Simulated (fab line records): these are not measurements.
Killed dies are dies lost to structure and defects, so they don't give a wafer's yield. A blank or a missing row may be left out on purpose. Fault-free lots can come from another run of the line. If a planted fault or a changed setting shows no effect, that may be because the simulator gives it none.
Which tool is to blame? + flow sky130 + 33 wafers from 11 lots sampled at 3 of the route's 708 steps

== WHAT THE GAUGES READ, wafer by wafer ==
SKY_SD_P_TW_MEAS_11.
| lot  | measured     | on            | SD_P_TW        |
|------|--------------|---------------|----------------|
| L604 | day 28 00:15 | film metro-03 | 2774 2771 2778 |
| L605 | day 28 08:20 | film metro-04 | 2813 2823 2822 |
| L606 | day 28 17:01 | film metro-04 | 2845 2811 2822 |
| L609 | day 29 11:51 | film metro-02 | 2798 2805 2807 |
| L611 | day 29 22:07 | film metro-02 | 2801 2801 2805 |
| L613 | day 30 17:45 | film metro-02 | 2789 2768 2786 |
| L614 | day 30 17:18 | film metro-02 | 3086 3082 3080 |
| L615 | day 30 20:46 | film metro-04 | 2823 2812 2817 |
| L616 | day 31 10:37 | film metro-04 | 2821 2814 2807 |
| L617 | day 31 13:13 | film metro-03 | 3069 3074 3059 |
| L618 | day 31 20:43 | film metro-03 | 3082 3065 3079 |

== WHICH TOOL RAN EACH LOT (tool, then ch and the chambers of the sampled wafers, then the start) ==
| lot  | SKY_SD_P_IMPLANT_09             | SKY_SD_P_STRIP_10                    |
|------|---------------------------------|--------------------------------------|
| L604 | implanter-03 ch 0, day 28 00:00 | plasma asher-02 ch 0,1, day 28 00:09 |
| L605 | implanter-03 ch 0, day 28 08:05 | plasma asher-03 ch 1, day 28 08:14   |
| L606 | implanter-02 ch 0, day 28 16:46 | plasma asher-03 ch 0,1, day 28 16:55 |
| L609 | implanter-01 ch 0, day 29 11:36 | plasma asher-02 ch 0,1, day 29 11:45 |
| L611 | implanter-03 ch 0, day 29 21:54 | plasma asher-03 ch 0,1, day 29 22:02 |
| L613 | implanter-02 ch 0, day 30 17:31 | plasma asher-03 ch 0,1, day 30 17:38 |
| L614 | implanter-03 ch 0, day 30 16:35 | plasma asher-03 ch 0,1, day 30 17:08 |
| L615 | implanter-03 ch 0, day 30 20:33 | plasma asher-02 ch 0,1, day 30 20:41 |
| L616 | implanter-03 ch 0, day 31 10:22 | plasma asher-03 ch 0,1, day 31 10:30 |
| L617 | implanter-03 ch 0, day 31 12:39 | plasma asher-04 ch 0,1, day 31 13:07 |
| L618 | implanter-02 ch 0, day 31 20:10 | plasma asher-04 ch 0,1, day 31 20:37 |
- SKY_SD_P_IMPLANT_09
- SKY_SD_P_STRIP_10: strips in O2/N2.

== THE ANSWER, worked out from the rows above alone ==
Rule: the lots themselves supply what counts as usual. Put in order of their means at a reading, lots are off if they are a third of the lots or fewer, leave a main group of 4 or more, and stand apart from it by a gap of 3 or more times the standard deviation of the main group's means; of several such gaps the widest counts. A main group whose means are all the same, to the digits that the tables above print for the reading, isn't used. Also off: a lot with no number at a reading for which 4 or more lots have one. Any other lot the step has rows for is counted as sound.
Off: at SKY_SD_P_TW_MEAS_11 (SD_P_TW), L614, L617, L618. The main group: mean 2805, standard deviation 17.
If a tool, at a process step before that reading, ran all the lots that are off and no sound lot after the first of them, it fits. Those tools and the gauges at SKY_SD_P_TW_MEAS_11 are tried in the same way. Not one of the candidates tried fits.

== WHAT THE SIMULATOR HAD PUT IN ==
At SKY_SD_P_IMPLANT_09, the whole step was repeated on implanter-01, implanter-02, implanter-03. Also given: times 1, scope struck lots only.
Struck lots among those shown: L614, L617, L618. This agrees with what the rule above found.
